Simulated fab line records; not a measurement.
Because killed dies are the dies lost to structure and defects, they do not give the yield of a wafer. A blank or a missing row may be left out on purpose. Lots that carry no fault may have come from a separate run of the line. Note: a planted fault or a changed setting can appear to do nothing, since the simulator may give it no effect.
Which of the tools did it?	flow gf180mcu	13 lots with 39 wafers sampled at 5 steps, on a route of 602 steps

## WHAT THE GAUGES READ, wafer by wafer
GF_DUAL_GATE_THK_MEAS_03.
lot	measured	on	DUAL_GATE_OXIDATION_00_THK (nm)
L268	day 8 00:56	film metro-03	10.64 10.49 10.72
L270	day 8 08:26	film metro-03	10.94 10.78 11.05
L269	day 8 11:08	film metro-04	10.61 10.84 10.74
L271	day 8 14:23	film metro-03	10.70 10.92 10.74
L273	day 9 04:26	film metro-04	11.02 11.18 11.08
L275	day 9 12:57	film metro-01	11.00 10.75 10.94
L279	day 10 17:16	film metro-04	10.66 10.81 10.58
L283	day 11 21:45	film metro-01	11.06 11.27 10.99
L284	day 12 02:58	film metro-03	10.73 10.77 10.82
L285	day 12 15:32	film metro-04	10.96 11.06 10.94
L287	day 13 02:19	film metro-03	10.73 10.66 10.75
L288	day 13 10:58	film metro-03	11.10 10.82 11.11
L291	day 13 21:29	film metro-03	10.78 10.44 10.70

GF_NSD_OVL_MEAS_08.
lot	measured	on	NSD_OVL (nm)
L268	day 13 17:25	overlay-01	0.9 -0.1 0.8
L270	day 14 03:20	overlay-01	-0.2 -0.1 0.5
L269	day 14 08:05	overlay-01	-1.4 -1.7 -2.7
L271	day 14 07:47	overlay-02	0.2 0.0 -0.2
L273	day 15 02:51	overlay-01	0.5 0.4 0.4
L275	day 15 17:00	overlay-02	-0.9 -1.3 -0.7
L279	day 16 23:26	overlay-01	1.5 1.7 2.4
L283	day 18 13:23	overlay-01	-0.9 -0.8 -0.6
L284	day 19 00:24	overlay-01	1.1 2.3 1.3
L285	day 19 08:57	overlay-02	-3.0 -3.2 -2.4
L287	day 20 00:08	overlay-02	2.0 1.1 2.4
L288	day 20 09:39	overlay-02	2.5 1.4 1.0
L291	day 21 03:26	overlay-01	0.2 -0.7 0.5

GF_PSD_RS_MEAS_14: a four-point-probe measurement.
lot	measured	on	NSD_RS (ohm/sq)
L268	day 14 14:55	film metro-03	46.02 46.04 46.17
L270	day 15 00:37	film metro-03	45.96 46.00 46.04
L269	day 15 05:22	film metro-03	46.09 46.11 46.11
L271	day 15 05:04	film metro-02	46.06 46.01 46.13
L273	day 16 01:25	film metro-02	46.19 46.21 46.24
L275	day 16 16:03	film metro-02	46.12 46.08 46.08
L279	day 17 22:47	film metro-02	46.03 46.10 45.93
L283	day 19 14:34	film metro-04	46.19 46.09 46.19
L284	day 20 02:02	film metro-02	46.26 46.20 46.14
L285	day 20 10:42	film metro-04	46.20 46.30 46.25
L287	day 21 01:25	film metro-02	46.20 46.16 46.30
L288	day 21 10:23	film metro-04	46.18 46.10 46.05
L291	day 22 03:34	film metro-02	46.17 46.07 46.10

## WHAT TOOL EACH LOT RAN ON (gives the tool, then ch and the chambers of the sampled wafers, and finally the start)
lot	GF_NWELL_COAT_02	GF_NWELL_STRIP_10
L268	litho track-03 ch 0, day 3 09:29	plasma asher-03 ch 0,1, day 3 17:05
L270	litho track-01 ch 0, day 3 18:16	plasma asher-02 ch 0,1, day 4 01:25
L269	litho track-01 ch 0, day 3 18:55	plasma asher-02 ch 0,1, day 4 01:49
L271	litho track-02 ch 0, day 3 21:17	plasma asher-03 ch 0,1, day 4 04:22
L273	litho track-01 ch 0, day 4 03:01	plasma asher-02 ch 0,1, day 4 10:28
L275	litho track-02 ch 0, day 4 15:29	plasma asher-03 ch 0,1, day 4 22:39
L279	litho track-01 ch 0, day 5 10:22	plasma asher-01 ch 0,1, day 5 17:42
L283	litho track-01 ch 0, day 6 11:01	plasma asher-02 ch 0,1, day 6 18:21
L284	litho track-03 ch 0, day 6 14:37	plasma asher-01 ch 0,1, day 6 22:04
L285	litho track-03 ch 0, day 6 22:47	plasma asher-01 ch 0,1, day 7 06:51
L287	litho track-02 ch 0, day 7 08:56	plasma asher-02 ch 0,1, day 7 17:24
L288	litho track-02 ch 0, day 7 13:18	plasma asher-03 ch 0,1, day 7 21:52
L291	litho track-03 ch 0, day 8 03:26	plasma asher-01 ch 0,1, day 8 12:40
- GF_NWELL_COAT_02: resist thk 3000 nm.
- GF_NWELL_STRIP_10: strips in O2/N2.

## WHAT THE TOOLS THEMSELVES READ (means of the sampled wafers that have a number; where no wafer has one, the mark that the record gives instead)
GF_NWELL_COAT_02.
lot	tool	chill plate temp C (C)	exhaust pa (Pa)
L268	litho track-03	23.13	45.0
L270	litho track-01	22.99	44.8
L269	litho track-01	23.06	44.7
L271	litho track-02	23.08	45.1
L273	litho track-01	23.03	44.1
L275	litho track-02	23.01	45.3
L279	litho track-01	23.05	45.1
L283	litho track-01	23.06	45.5
L284	litho track-03	22.97	45.1
L285	litho track-03	23.05	44.5
L287	litho track-02	23.09	45.9
L288	litho track-02	23.04	46.4
L291	litho track-03	22.98	44.0

GF_NWELL_STRIP_10.
lot	tool	drypump motor current A (A)	heater power w (W)	n2 flow sccm (sccm)	oes product au (a.u.)	strip time to endpoint s (s)
L268	plasma asher-03	6.2	296	300.3	0.719	36.92
L270	plasma asher-02	5.6	322	300.1	0.721	36.96
L269	plasma asher-02	5.3	314	300.1	0.720	36.95
L271	plasma asher-03	6.2	299	301.0	0.719	36.98
L273	plasma asher-02	5.6	318	300.2	0.724	37.04
L275	plasma asher-03	5.9	295	300.6	0.725	36.93
L279	plasma asher-01	5.6	370	300.8	0.713	20.70
L283	plasma asher-02	5.3	312	299.2	0.715	20.59
L284	plasma asher-01	5.6	371	299.8	0.719	36.79
L285	plasma asher-01	5.6	355	300.2	0.721	36.75
L287	plasma asher-02	5.6	321	299.5	0.725	37.11
L288	plasma asher-03	5.9	296	300.3	0.721	36.99
L291	plasma asher-01	5.6	354	300.2	0.723	37.03

## THE ANSWER, worked out from the rows above alone
Rule: the lots themselves supply what counts as usual. The widest of any qualifying gaps counts: lots, ordered by their means at a reading, are off when they make up no more than a third of the lots, leave a main group of 4 or more, and stand apart from it by 3 or more times the standard deviation of that group's means. A main group whose means are all the same, to the digits that the tables above print for the reading, isn't used. A lot without any number at a reading at which 4 lots or more have one is off too. Any other lot the step has rows for is counted as sound. First the gauges in route order, then the tools' own readings, where a lot's mean is used as printed above. The first step at which some lot is off is used, and at that step the reading that is off furthest; a lot without a number counts as furthest.
Off at GF_NWELL_STRIP_10 (strip time to endpoint s): L279, L283. The main group: mean 36.95 s, standard deviation 0.1.
A tool fits if, at that step or a process step before it, it ran every lot that is off, and no sound lot after the first of them. One candidate fits, namely litho track-01 at GF_NWELL_COAT_02. Its last sound lot is L273 (day 4 03:01), its first lot that is off L279 (day 5 10:22): a fault that began between those two fits.

## WHAT HAD BEEN PUT IN BY THE SIMULATOR
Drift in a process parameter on litho track-01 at GF_NWELL_COAT_02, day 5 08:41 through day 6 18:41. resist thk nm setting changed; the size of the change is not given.
Lots struck among those shown: L279, L283. The rule given above showed the same thing.
